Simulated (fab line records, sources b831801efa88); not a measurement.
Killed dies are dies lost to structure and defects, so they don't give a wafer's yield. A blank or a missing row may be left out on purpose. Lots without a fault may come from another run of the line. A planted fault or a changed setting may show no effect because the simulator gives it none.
fab line records | flow sky130
record lots=15 wafers=45 last_day=50
route steps=708 shown VT_ADJUST_NCORE@128
lots that met no fault: from a run of the same line without faults
start_h: hours from the record's first day to the start of the lot's first wafer shown | wait_h: hours since the lot's step before | " the same as in the row above | L1.1+2: a row that stands for several wafers | - no value, or no start given | * or withheld: withheld | < > ~ a bound
route shown NAME@n: a module of which the file shows steps, and the number in the route of the first | usual: mean/standard deviation of fault-free wafers | same: alike in all rows | chamber/n: place in a boat | sites: the reading at each site | _std_site: their standard deviation | _edge_site: outer sites' mean less inner sites' | radius_mm: how far each site lies from the wafer's centre | mask NAME#n: copy n | behind: the tool/chamber that last shaped the wafer | hold: why the lot was held/for how many hours/how that ended | device: the transistor (n, p or np) that didn't switch | end of line: the same wafers' tests at the end of the route | a step without rows: its recipe alone | killed: dies lost to structure and defects at the first sort, not the wafer's yield | map: a wafer's dies, x killed, . not, _ none there
set.NAME: the setting as run; set.NAME@STEP: as run at that earlier step | model.NAME: the simulator's own value behind a step, which no gauge read
steps of the route over a sample of lots; a table a step, a row a wafer
services: from which hour (start_h, from the record's first day; less than 0 if before it) a tool's chamber was out of use, for how many hours, and why
## steps
# step SKY_VT_ADJUST_NCORE_IMPLANT_09
# recipe species=B energy_kev=10 dose_cm2=2.4e+12 tilt_deg=withheld
# usual beam_energy_keV=9.9995/0.0029
# columns lot.wafer tool chamber start_h wait_h beam_energy_keV
L372.1 implanter-01 0 174.07 0.0 9.9991
L372.4 " 0 " " 10.001
L372.6 " 0 " " 10.004
L373.1 implanter-02 0 182.14 0.0 9.9987
L373.2 " 0 " " 10.004
L373.5 " 0 " " 10.002
L376.1 implanter-04 0 206.17 0.0 10.003
L376.3 " 0 " " 10.001
L376.5 " 0 " " 10.004
L377.1 implanter-04 0 217.27 0.0 10.006
L377.5 " 0 " " 10.006
L377.6 " 0 " " 10.001
L378.1 implanter-02 0 220.97 0.0 9.9963
L378.2 " 0 " " 9.9954
L378.4 " 0 " " 9.9987
L380.1 implanter-01 0 230.84 0.0 9.9975
L380.2 " 0 " " 9.9996
L380.4 " 0 " " 9.9974
L381.3 implanter-01 0 250.94 0.1 10.005
L381.5 " 0 " " 10.003
L381.6 " 0 " " 10.003
L383.1 implanter-01 0 256.54 0.0 9.9983
L383.5 " 0 " " 9.9970
L383.6 " 0 " " 9.9989
L384.2 implanter-02 0 262.70 0.0 9.9976
L384.3 " 0 " " 9.9986
L384.4 " 0 " " 9.9982
L385.1 implanter-01 0 267.54 0.0 9.9978
L385.2 " 0 " " 9.9963
L385.3 " 0 " " 9.9971
L386.1 implanter-02 0 275.22 0.0 9.9976
L386.2 " 0 " " 9.9957
L386.3 " 0 " " 9.9975
L391.1 implanter-04 0 329.57 0.0 9.9960
L391.4 " 0 " " 10.001
L391.6 " 0 " " 9.9991
L393.3 implanter-04 0 336.04 0.1 7.7473
L393.4 " 0 " " 7.7536
L393.5 " 0 " " 7.7538
L395.1 implanter-04 0 345.79 0.0 7.7552
L395.3 " 0 " " 7.7537
L395.6 " 0 " " 7.7501
L394.1 implanter-04 0 347.44 0.0 7.7572
L394.2 " 0 " " 7.7589
L394.3 " 0 " " 7.7540
# step SKY_VT_ADJUST_NCORE_TW_MEAS_11
# usual VT_ADJUST_NCORE_TW=219.6/2.9
# columns lot.wafer tool chamber start_h wait_h hold VT_ADJUST_NCORE_TW
L372.1 film_metro-01 - 174.32 0.1 - 220.5
L372.4 " - " " - 220.7
L372.6 " - " " - 221.6
L373.1 film_metro-03 - 182.39 0.1 - 217.0
L373.2 " - " " - 216.9
L373.5 " - " " - 215.8
L376.1 film_metro-03 - 206.42 0.1 - 215.9
L376.3 " - " " - 215.9
L376.5 " - " " - 215.0
L377.1 film_metro-03 - 217.52 0.1 - 215.8
L377.5 " - " " - 216.7
L377.6 " - " " - 216.7
L378.1 film_metro-01 - 221.22 0.1 - 221.5
L378.2 " - " " - 220.5
L378.4 " - " " - 221.2
L380.1 film_metro-01 - 231.09 0.1 - 220.2
L380.2 " - " " - 220.1
L380.4 " - " " - 220.6
L381.3 film_metro-02 - 251.16 0.1 - 221.9
L381.5 " - " " - 222.9
L381.6 " - " " - 222.5
L383.1 film_metro-02 - 256.79 0.1 - 222.2
L383.5 " - " " - 221.9
L383.6 " - " " - 222.7
L384.2 film_metro-02 - 262.93 0.1 - 221.6
L384.3 " - " " - 223.0
L384.4 " - " " - 222.2
L385.1 film_metro-03 - 267.79 0.1 - 217.2
L385.2 " - " " - 217.7
L385.3 " - " " - 217.3
L386.1 film_metro-02 - 275.47 0.1 - 222.2
L386.2 " - " " - 224.0
L386.3 " - " " - 222.6
L391.1 film_metro-02 - 329.82 0.1 - 222.0
L391.4 " - " " - 222.2
L391.6 " - " " - 223.2
L393.3 film_metro-03 - 336.26 0.1 await_dispo/0.2h/release 205.3
L393.4 " - " " await_dispo/0.2h/release 204.9
L393.5 " - " " await_dispo/0.2h/release 205.0
L393.3 film_metro-03 - 336.49 0.2 - 204.7
L393.4 " - " " - 205.7
L393.5 " - " " - 204.9
L395.1 film_metro-03 - 346.04 0.1 await_dispo/0.2h/release 204.8
L395.3 " - " " await_dispo/0.2h/release 205.8
L395.6 " - " " await_dispo/0.2h/release 204.8
L395.1 film_metro-03 - 346.27 0.2 - 205.4
L395.3 " - " " - 204.4
L395.6 " - " " - 204.9
L394.1 film_metro-01 - 347.69 0.1 await_dispo/0.2h/release 207.4
L394.2 " - " " await_dispo/0.2h/release 208.3
L394.3 " - " " await_dispo/0.2h/release 208.3
L394.1 film_metro-01 - 347.92 0.2 - 208.7
L394.2 " - " " - 208.7
L394.3 " - " " - 208.5
## services
# columns tool chamber start_h hours kind
implanter-04 - 179.91 3.7 pm
implanter-02 - 182.69 2.1 repair
implanter-01 - 184.25 1.6 repair
implanter-01 - 213.52 5.8 pm
implanter-04 - 222.29 4.8 repair
implanter-02 - 259.39 2.9 pm
implanter-02 - 315.04 4.7 pm
implanter-04 - 341.35 2.0 repair
## key
first_sign step=SKY_VT_ADJUST_NCORE_IMPLANT_09 reading=beam_energy_keV direction=down sigmas=99+ usual=* struck=*
effect step=SKY_VT_ADJUST_NCORE_TW_MEAS_11 reading=visit direction=added
met_at SKY_VT_ADJUST_NCORE_IMPLANT_09
struck_lots L393,L394,L395
tester_left_out L393,L394,L395
onset_between 329.57 336.04
fault kind=process_parameter_drift tool=implanter-04 chamber=- onset_h=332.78 steps=SKY_VT_ADJUST_NCORE_IMPLANT_09 channel=energy_kev offset=* shape=step end_h=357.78 acts_in=* stated=*
# tester_left_out: of these lots the tester's yield and bins aren't shown, on N5 and GAA mostly nor the transistor test; their killed dies are dies lost to structure and defects alone, not to doping, threshold or leakage, so they don't give the yield
